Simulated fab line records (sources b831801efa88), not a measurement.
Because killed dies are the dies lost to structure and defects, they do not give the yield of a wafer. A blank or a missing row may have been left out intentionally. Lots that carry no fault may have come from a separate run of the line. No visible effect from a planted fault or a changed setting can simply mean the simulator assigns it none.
Which tool was responsible? :: flow gf180mcu :: 14 lots with 42 wafers sampled at 6 steps, on a route of 602 steps

WHAT THE GAUGES SHOWED, per wafer
GF_MVSD_TW_MEAS_11. Usual: MVSD_TW 1577, standard deviation 15.
lot: L862
measured: day 4 10:36
on: film metro-03
MVSD_TW: 1596 1585 1604
flag: 

lot: L864
measured: day 4 23:55
on: film metro-01
MVSD_TW: 1500 1496 1503
flag: OFF

lot: L865
measured: day 5 03:40
on: film metro-01
MVSD_TW: 1507 1503 1495
flag: OFF

lot: L866
measured: day 5 08:59
on: film metro-03
MVSD_TW: 1611 1594 1598
flag: 

lot: L874
measured: day 7 09:53
on: film metro-04
MVSD_TW: 1591 1592 1585
flag: 

lot: L875
measured: day 7 16:41
on: film metro-04
MVSD_TW: 1582 1585 1591
flag: 

lot: L876
measured: day 7 21:38
on: film metro-03
MVSD_TW: 1582 1574 1576
flag: 

lot: L877
measured: day 8 03:17
on: film metro-01
MVSD_TW: 1552 1551 1568
flag: 

lot: L879
measured: day 8 16:04
on: film metro-03
MVSD_TW: 1598 1593 1590
flag: 

lot: L880
measured: day 8 20:51
on: film metro-01
MVSD_TW: 1549 1552 1548
flag: 

lot: L882
measured: day 9 09:35
on: film metro-03
MVSD_TW: 1592 1594 1597
flag: 

lot: L883
measured: day 9 14:09
on: film metro-01
MVSD_TW: 1566 1570 1568
flag: 

lot: L884
measured: day 9 17:21
on: film metro-03
MVSD_TW: 1582 1584 1589
flag: 

lot: L885
measured: day 10 02:50
on: film metro-01
MVSD_TW: 1573 1578 1575
flag: 

GF_VT_IMPLANT_RS_MEAS_46: uses a four-point probe to measure. Usual: MVSD_RS 457.1 ohm/sq, standard deviation 1.3.
lot: L862
measured: day 7 14:06
on: film metro-01
MVSD_RS (ohm/sq): 457.5 458.6 458.2
flag: 

lot: L864
measured: day 8 04:16
on: film metro-04
MVSD_RS (ohm/sq): - - -
flag: OFF

lot: L865
measured: day 8 10:37
on: film metro-04
MVSD_RS (ohm/sq): - - -
flag: OFF

lot: L866
measured: day 8 17:10
on: film metro-03
MVSD_RS (ohm/sq): 458.2 456.3 456.7
flag: 

lot: L874
measured: day 11 00:25
on: film metro-01
MVSD_RS (ohm/sq): 458.2 457.1 459.0
flag: 

lot: L875
measured: day 11 06:22
on: film metro-04
MVSD_RS (ohm/sq): 458.2 457.1 458.1
flag: 

lot: L876
measured: day 11 11:29
on: film metro-04
MVSD_RS (ohm/sq): 456.5 456.4 456.9
flag: 

lot: L877
measured: day 11 19:33
on: film metro-04
MVSD_RS (ohm/sq): 457.7 458.4 457.0
flag: 

lot: L879
measured: day 12 07:44
on: film metro-01
MVSD_RS (ohm/sq): 457.8 456.8 456.7
flag: 

lot: L880
measured: day 12 14:50
on: film metro-03
MVSD_RS (ohm/sq): 458.4 458.5 457.8
flag: 

lot: L882
measured: day 13 07:51
on: film metro-01
MVSD_RS (ohm/sq): 458.2 458.1 458.9
flag: 

lot: L883
measured: day 13 11:20
on: film metro-01
MVSD_RS (ohm/sq): 456.1 455.2 454.1
flag: 

lot: L884
measured: day 13 15:33
on: film metro-01
MVSD_RS (ohm/sq): 458.0 456.8 456.6
flag: 

lot: L885
measured: day 14 02:13
on: film metro-04
MVSD_RS (ohm/sq): 457.2 456.6 457.5
flag: 

GF_HV_LDD_THK_MEAS_55. Usual: HV_LDD_CVD_54_THK 9.99 nm, standard deviation 0.14.
lot: L862
measured: day 12 11:26
on: film metro-04
HV_LDD_CVD_54_THK (nm): 10.22 10.18 10.10
flag: 

lot: L866
measured: day 13 19:58
on: film metro-03
HV_LDD_CVD_54_THK (nm): 9.97 9.81 9.97
flag: 

lot: L874
measured: day 16 13:33
on: film metro-03
HV_LDD_CVD_54_THK (nm): 10.03 10.17 9.97
flag: 

lot: L875
measured: day 16 21:09
on: film metro-01
HV_LDD_CVD_54_THK (nm): 10.29 10.24 10.13
flag: 

lot: L876
measured: day 17 02:10
on: film metro-03
HV_LDD_CVD_54_THK (nm): 9.98 9.96 9.82
flag: 

lot: L877
measured: day 17 16:19
on: film metro-03
HV_LDD_CVD_54_THK (nm): 10.03 9.96 10.10
flag: 

lot: L879
measured: day 18 05:01
on: film metro-01
HV_LDD_CVD_54_THK (nm): 10.34 10.13 10.22
flag: 

lot: L880
measured: day 18 12:52
on: film metro-01
HV_LDD_CVD_54_THK (nm): 9.93 9.84 9.83
flag: 

lot: L882
measured: day 19 10:02
on: film metro-01
HV_LDD_CVD_54_THK (nm): 9.92 9.88 9.95
flag: 

lot: L883
measured: day 19 14:47
on: film metro-03
HV_LDD_CVD_54_THK (nm): 10.04 10.08 9.86
flag: 

lot: L884
measured: day 19 19:11
on: film metro-04
HV_LDD_CVD_54_THK (nm): 10.24 10.05 10.29
flag: 

lot: L885
measured: day 20 05:20
on: film metro-03
HV_LDD_CVD_54_THK (nm): 9.81 9.84 9.82
flag: 

GF_SAB_THK_MEAS_01. Usual: SAB_CVD_00_THK 49.8 nm, standard deviation 0.68.
lot: L862
measured: day 14 07:02
on: film metro-02
SAB_CVD_00_THK (nm): 49.1 49.3 49.6
flag: 

lot: L866
measured: day 15 18:09
on: film metro-01
SAB_CVD_00_THK (nm): 49.4 49.6 51.0
flag: 

lot: L874
measured: day 18 14:28
on: film metro-02
SAB_CVD_00_THK (nm): 50.2 49.4 49.8
flag: 

lot: L875
measured: day 18 22:57
on: film metro-02
SAB_CVD_00_THK (nm): 49.5 49.4 49.6
flag: 

lot: L876
measured: day 19 06:11
on: film metro-01
SAB_CVD_00_THK (nm): 48.9 49.7 50.0
flag: 

lot: L877
measured: day 19 19:14
on: film metro-02
SAB_CVD_00_THK (nm): 49.4 49.2 50.4
flag: 

lot: L879
measured: day 20 06:57
on: film metro-02
SAB_CVD_00_THK (nm): 49.5 49.5 50.6
flag: 

lot: L880
measured: day 20 15:34
on: film metro-02
SAB_CVD_00_THK (nm): 48.9 49.7 49.7
flag: 

lot: L882
measured: day 21 12:25
on: film metro-02
SAB_CVD_00_THK (nm): 48.6 50.0 50.5
flag: 

lot: L883
measured: day 21 17:07
on: film metro-04
SAB_CVD_00_THK (nm): 50.5 50.1 50.4
flag: 

lot: L884
measured: day 21 21:17
on: film metro-01
SAB_CVD_00_THK (nm): 49.7 49.3 50.4
flag: 

lot: L885
measured: day 22 07:55
on: film metro-01
SAB_CVD_00_THK (nm): 49.3 49.9 50.2
flag: 

WHICH TOOL RAN EACH LOT (tool, then ch and the chambers of the sampled wafers, then the start)
lot: L862
GF_MVSD_IMPLANT_09: implanter-04 ch 0, day 4 10:22
GF_VT_IMPLANT_STRIP_09: plasma asher-03 ch 0,1, day 5 15:34

lot: L864
GF_MVSD_IMPLANT_09: implanter-03, day 4 23:43
GF_VT_IMPLANT_STRIP_09: plasma asher-03 ch 0,1, day 6 04:38

lot: L865
GF_MVSD_IMPLANT_09: implanter-02, day 5 03:28
GF_VT_IMPLANT_STRIP_09: plasma asher-04 ch 0,1, day 6 09:20

lot: L866
GF_MVSD_IMPLANT_09: implanter-03 ch 0, day 5 08:44
GF_VT_IMPLANT_STRIP_09: plasma asher-03 ch 0,1, day 6 16:15

lot: L874
GF_MVSD_IMPLANT_09: implanter-03 ch 0, day 7 09:38
GF_VT_IMPLANT_STRIP_09: plasma asher-03 ch 0,1, day 8 18:59

lot: L875
GF_MVSD_IMPLANT_09: implanter-04 ch 0, day 7 16:26
GF_VT_IMPLANT_STRIP_09: plasma asher-03 ch 0,1, day 9 01:42

lot: L876
GF_MVSD_IMPLANT_09: implanter-02 ch 0, day 7 21:23
GF_VT_IMPLANT_STRIP_09: plasma asher-03 ch 0,1, day 9 05:51

lot: L877
GF_MVSD_IMPLANT_09: implanter-03 ch 0, day 8 03:02
GF_VT_IMPLANT_STRIP_09: plasma asher-02 ch 0,1, day 9 13:11

lot: L879
GF_MVSD_IMPLANT_09: implanter-02 ch 0, day 8 15:51
GF_VT_IMPLANT_STRIP_09: plasma asher-02 ch 0,1, day 10 00:35

lot: L880
GF_MVSD_IMPLANT_09: implanter-02 ch 0, day 8 20:36
GF_VT_IMPLANT_STRIP_09: plasma asher-03 ch 0,1, day 10 07:17

lot: L882
GF_MVSD_IMPLANT_09: implanter-04 ch 0, day 9 09:20
GF_VT_IMPLANT_STRIP_09: plasma asher-03 ch 0,1, day 10 21:13

lot: L883
GF_MVSD_IMPLANT_09: implanter-02 ch 0, day 9 13:55
GF_VT_IMPLANT_STRIP_09: plasma asher-02 ch 0,1, day 11 01:39

lot: L884
GF_MVSD_IMPLANT_09: implanter-02 ch 0, day 9 17:06
GF_VT_IMPLANT_STRIP_09: plasma asher-03 ch 0,1, day 11 05:07

lot: L885
GF_MVSD_IMPLANT_09: implanter-03 ch 0, day 10 02:37
GF_VT_IMPLANT_STRIP_09: plasma asher-02 ch 0,1, day 11 14:40
- GF_MVSD_IMPLANT_09
- GF_VT_IMPLANT_STRIP_09: strips in O2/N2.

AS READ BY THE TOOLS THEMSELVES (means over the sampled wafers that have a number; for cases with no such wafer, the mark the record gives instead)
GF_MVSD_IMPLANT_09. Usual: beam energy keV 100.00, standard deviation 0.029; beam on s 9.98 s, standard deviation 0.23; tilt deg 0.000 degrees, standard deviation 0.02.
lot: L862
tool: implanter-04
beam energy keV: 100.00
beam on s (s): 9.80
tilt deg (degrees): -0.024
flag: 

lot: L864
tool: implanter-03
beam energy keV: -
beam on s (s): -
tilt deg (degrees): -
flag: OFF

lot: L865
tool: implanter-02
beam energy keV: -
beam on s (s): -
tilt deg (degrees): -
flag: OFF

lot: L866
tool: implanter-03
beam energy keV: 100.04
beam on s (s): 10.00
tilt deg (degrees): -0.020
flag: 

lot: L874
tool: implanter-03
beam energy keV: 100.02
beam on s (s): 10.00
tilt deg (degrees): -0.008
flag: 

lot: L875
tool: implanter-04
beam energy keV: 99.96
beam on s (s): 9.91
tilt deg (degrees): -0.004
flag: 

lot: L876
tool: implanter-02
beam energy keV: 100.01
beam on s (s): 9.95
tilt deg (degrees): 0.033
flag: 

lot: L877
tool: implanter-03
beam energy keV: 99.98
beam on s (s): 10.09
tilt deg (degrees): -0.039
flag: 

lot: L879
tool: implanter-02
beam energy keV: 99.99
beam on s (s): 10.16
tilt deg (degrees): -0.007
flag: 

lot: L880
tool: implanter-02
beam energy keV: 100.01
beam on s (s): 10.23
tilt deg (degrees): 0.006
flag: 

lot: L882
tool: implanter-04
beam energy keV: 100.01
beam on s (s): 9.91
tilt deg (degrees): 0.005
flag: 

lot: L883
tool: implanter-02
beam energy keV: 99.96
beam on s (s): 10.02
tilt deg (degrees): 0.006
flag: 

lot: L884
tool: implanter-02
beam energy keV: 100.00
beam on s (s): 9.95
tilt deg (degrees): -0.016
flag: 

lot: L885
tool: implanter-03
beam energy keV: 99.98
beam on s (s): 10.07
tilt deg (degrees): 0.002
flag: 

GF_VT_IMPLANT_STRIP_09. Usual: drypump motor current A 6.1 A, standard deviation 0.58; heater power w 337 W, standard deviation 22; oes product au 0.717 a.u., standard deviation 0.0042; strip time to endpoint s 12.62 s, standard deviation 0.036.
lot: L862
tool: plasma asher-03
drypump motor current A (A): 6.4
heater power w (W): 345
oes product au (a.u.): 0.720
strip time to endpoint s (s): 12.66
flag: 

lot: L864
tool: plasma asher-03
drypump motor current A (A): 6.2
heater power w (W): 328
oes product au (a.u.): 0.718
strip time to endpoint s (s): 12.64
flag: 

lot: L865
tool: plasma asher-04
drypump motor current A (A): 5.4
heater power w (W): 352
oes product au (a.u.): 0.718
strip time to endpoint s (s): 12.63
flag: 

lot: L866
tool: plasma asher-03
drypump motor current A (A): 6.2
heater power w (W): 326
oes product au (a.u.): 0.720
strip time to endpoint s (s): 12.65
flag: 

lot: L874
tool: plasma asher-03
drypump motor current A (A): 6.4
heater power w (W): 339
oes product au (a.u.): 0.716
strip time to endpoint s (s): 12.64
flag: 

lot: L875
tool: plasma asher-03
drypump motor current A (A): 6.2
heater power w (W): 323
oes product au (a.u.): 0.724
strip time to endpoint s (s): 12.64
flag: 

lot: L876
tool: plasma asher-03
drypump motor current A (A): 6.4
heater power w (W): 340
oes product au (a.u.): 0.711
strip time to endpoint s (s): 12.61
flag: 

lot: L877
tool: plasma asher-02
drypump motor current A (A): 6.0
heater power w (W): 346
oes product au (a.u.): 0.718
strip time to endpoint s (s): 12.63
flag: 

lot: L879
tool: plasma asher-02
drypump motor current A (A): 5.8
heater power w (W): 332
oes product au (a.u.): 0.718
strip time to endpoint s (s): 12.63
flag: 

lot: L880
tool: plasma asher-03
drypump motor current A (A): 6.4
heater power w (W): 340
oes product au (a.u.): 0.713
strip time to endpoint s (s): 12.63
flag: 

lot: L882
tool: plasma asher-03
drypump motor current A (A): 6.5
heater power w (W): 341
oes product au (a.u.): 0.717
strip time to endpoint s (s): 12.55
flag: 

lot: L883
tool: plasma asher-02
drypump motor current A (A): 6.0
heater power w (W): 345
oes product au (a.u.): 0.712
strip time to endpoint s (s): 12.63
flag: 

lot: L884
tool: plasma asher-03
drypump motor current A (A): 6.2
heater power w (W): 324
oes product au (a.u.): 0.714
strip time to endpoint s (s): 12.63
flag: 

lot: L885
tool: plasma asher-02
drypump motor current A (A): 6.0
heater power w (W): 344
oes product au (a.u.): 0.714
strip time to endpoint s (s): 12.66
flag: 

THE ANSWER, worked out from the rows above alone
Rule: lot off if the mean of its wafers having a number is beyond 3 standard deviations from the usual mean. Also off: a lot with no number at a reading for which 4 or more lots have one. All remaining lots with rows at the step are treated as sound. The gauges are gone through in route order, then the tools' own readings, and for those a lot's mean is taken as printed above. The first step at which some lot is off is used, and at that step the reading that is off furthest; a lot without a number counts as furthest.
Off: L864, L865, at GF_MVSD_TW_MEAS_11 (MVSD_TW).
A tool fits if, at a process step before that reading, it ran every lot that is off, and no sound lot after the first of them. The gauges at GF_MVSD_TW_MEAS_11 aren't tried: what is off there is off at GF_VT_IMPLANT_RS_MEAS_46 too, on other tools, and a gauge's error can't cause that. Not one of the candidates tried fits.

WHAT THE SIMULATOR HAD PUT IN
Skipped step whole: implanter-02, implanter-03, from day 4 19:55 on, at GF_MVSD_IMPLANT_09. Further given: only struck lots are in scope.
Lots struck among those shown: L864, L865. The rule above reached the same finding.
